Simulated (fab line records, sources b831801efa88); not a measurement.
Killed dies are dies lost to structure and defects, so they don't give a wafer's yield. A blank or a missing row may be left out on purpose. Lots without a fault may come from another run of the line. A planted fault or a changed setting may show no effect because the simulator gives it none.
Which tool did it? | flow sky130 | 6 lots, 18 wafers sampled, at 3 steps of a route of 708

WHAT THE GAUGES READ, wafer by wafer
SKY_VIA2_THK_MEAS_01.
lot  | measured     | on            | VIA2_HDPCVD_THK (nm)
L690 | day 36 15:26 | film_metro-04 | 1688 1187 1181
L698 | day 38 23:05 | film_metro-01 | 1169 1157 1181
L701 | day 39 12:45 | film_metro-04 | 1160 1168 1172
L705 | day 41 03:19 | film_metro-02 | 1179 1197 1174
L707 | day 41 11:27 | film_metro-01 | 1181 1203 1177
L709 | day 42 01:34 | film_metro-01 | 1186 1185 1156

WHICH TOOL RAN EACH LOT (tool, then ch and the chambers of the sampled wafers, then the start)
lot  | SKY_VIA1_ETCH_14                   | SKY_VIA2_HDPCVD_00
L690 | rie_diel-03 ch 0,2,3, day 35 10:30 | hdpcvd-01 ch 0,2, day 36 15:18
L698 | rie_diel-03 ch 0,1, day 37 19:15   | hdpcvd-02 ch 1,2, day 38 22:58
L701 | rie_diel-03 ch 0,1,2, day 38 09:19 | hdpcvd-02 ch 0,2, day 39 12:37
L705 | rie_diel-03 ch 0,1,3, day 39 23:09 | hdpcvd-02 ch 2, day 41 03:08
L707 | rie_diel-02 ch 1,2,3, day 40 09:16 | hdpcvd-01 ch 0,1, day 41 11:19
L709 | rie_diel-02 ch 0,3, day 40 23:48   | hdpcvd-02 ch 0,2, day 42 01:26
- SKY_VIA1_ETCH_14: etches BARC in N2/H2, stops on SiO2, time 45.9 s, target depth 60 nm.
- SKY_VIA2_HDPCVD_00: deposits SiO2, target thk 1180 nm, time 196.7 s.

THE ANSWER, worked out from the rows above alone
Rule: what is usual is taken from the lots themselves. Put in order of their means at a reading, lots are off if they are a third of the lots or fewer, leave a main group of 4 or more, and stand apart from it by a gap of 3 or more times the standard deviation of the main group's means; of several such gaps the widest counts. A main group whose means are all the same, to the digits that the tables above print for the reading, isn't used. A lot without any number at a reading at which 4 lots or more have one is off too. The other lots that the step has rows for count as sound.
Off: L690, at SKY_VIA2_THK_MEAS_01 (VIA2_HDPCVD_THK). The main group: mean 1176 nm, standard deviation 7.9.
A tool fits if, at a process step before that reading, it ran every lot that is off, and no sound lot after the first of them. The gauges at SKY_VIA2_THK_MEAS_01 are tried like those tools. None of those tried fits.

WHAT THE SIMULATOR HAD PUT IN
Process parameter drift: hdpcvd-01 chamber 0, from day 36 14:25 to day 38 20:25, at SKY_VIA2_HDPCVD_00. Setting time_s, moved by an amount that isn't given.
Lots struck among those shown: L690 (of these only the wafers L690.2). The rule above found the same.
